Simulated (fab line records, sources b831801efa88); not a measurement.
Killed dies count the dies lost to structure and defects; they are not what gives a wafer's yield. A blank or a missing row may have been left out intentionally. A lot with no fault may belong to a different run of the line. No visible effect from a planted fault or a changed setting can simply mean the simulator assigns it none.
The same fault as seen by 2 desks + flow sky130 + each desk holds nothing but its own numbers, with what lay behind them at the end

== METROLOGY DESK ==
What the gauges read, lot by lot, whatever tool the lot ran on: means of the sampled wafers that have a number. The brackets show how far a lot's mean lies from the usual mean; more than 4 standard deviations puts the lot out of limits, marked OUT.
Columns: A = cd nm at SKY_POLY_GATE_CD_MEAS_13, usual 150.3 nm; B = POLY_GATE_OVL at SKY_POLY_GATE_OVL_MEAS_14, usual 2 nm
| lot  | first seen here | A     | B  |
|------|-----------------|-------|----|
| L453 | day 16 04:53    | 151.2 | -0 |
| L461 | day 19 04:44    | 150.4 | 4  |
| L462 | day 19 21:05    | 149.5 | 8  |
| L463 | day 20 02:49    | 149.5 | 0  |
| L471 | day 23 04:20    | 151.2 | -2 |
| L475 | day 24 14:32    | 148.9 | 2  |
Result from this desk: across the 6 lots, nothing is out of limits.

== AT THE TOOL OWNER'S DESK: rie si-02 ==
The tool's own readings at SKY_POLY_GATE_ETCH_17 (etches poly-Si in HBr/Cl2, stops on SiO2, target depth 180 nm, time 70.5 s): means of the sampled wafers that have a number, for each lot that ran on this tool. The brackets show how far a lot's mean lies from the usual mean; more than 4 standard deviations puts the lot out of limits, marked OUT.
Columns: A = HBr_flow_sccm at SKY_POLY_GATE_ETCH_17, usual 150.0 sccm; B = drypump motor current A at SKY_POLY_GATE_ETCH_17, usual 5.6 A; C = oes product au at SKY_POLY_GATE_ETCH_17, usual 0.989 a.u.; D = throttle valve pct at SKY_POLY_GATE_ETCH_17, usual 33.683 %
| lot  | first seen here | A     | B   | C     | D      |
|------|-----------------|-------|-----|-------|--------|
| L453 | day 16 05:14    | 150.4 | 5.7 | 0.981 | 33.686 |
| L461 | day 19 05:04    | 149.5 | 5.7 | 0.992 | 33.673 |
| L462 | day 19 21:25    | 149.5 | 5.7 | 0.999 | 33.682 |
| L463 | day 20 03:07    | 150.3 | 5.6 | 1.005 | 33.688 |
| L471 | day 23 04:41    | 149.7 | 5.8 | 0.993 | 33.682 |
Result from this desk: across the 5 lots, nothing is out of limits.

== TAKEN TOGETHER ==
Nothing out of limits was seen by the metrology desk.
Nothing out of limits was seen by the tool owner's desk.

== WHAT WAS PUT IN BY THE SIMULATOR ==
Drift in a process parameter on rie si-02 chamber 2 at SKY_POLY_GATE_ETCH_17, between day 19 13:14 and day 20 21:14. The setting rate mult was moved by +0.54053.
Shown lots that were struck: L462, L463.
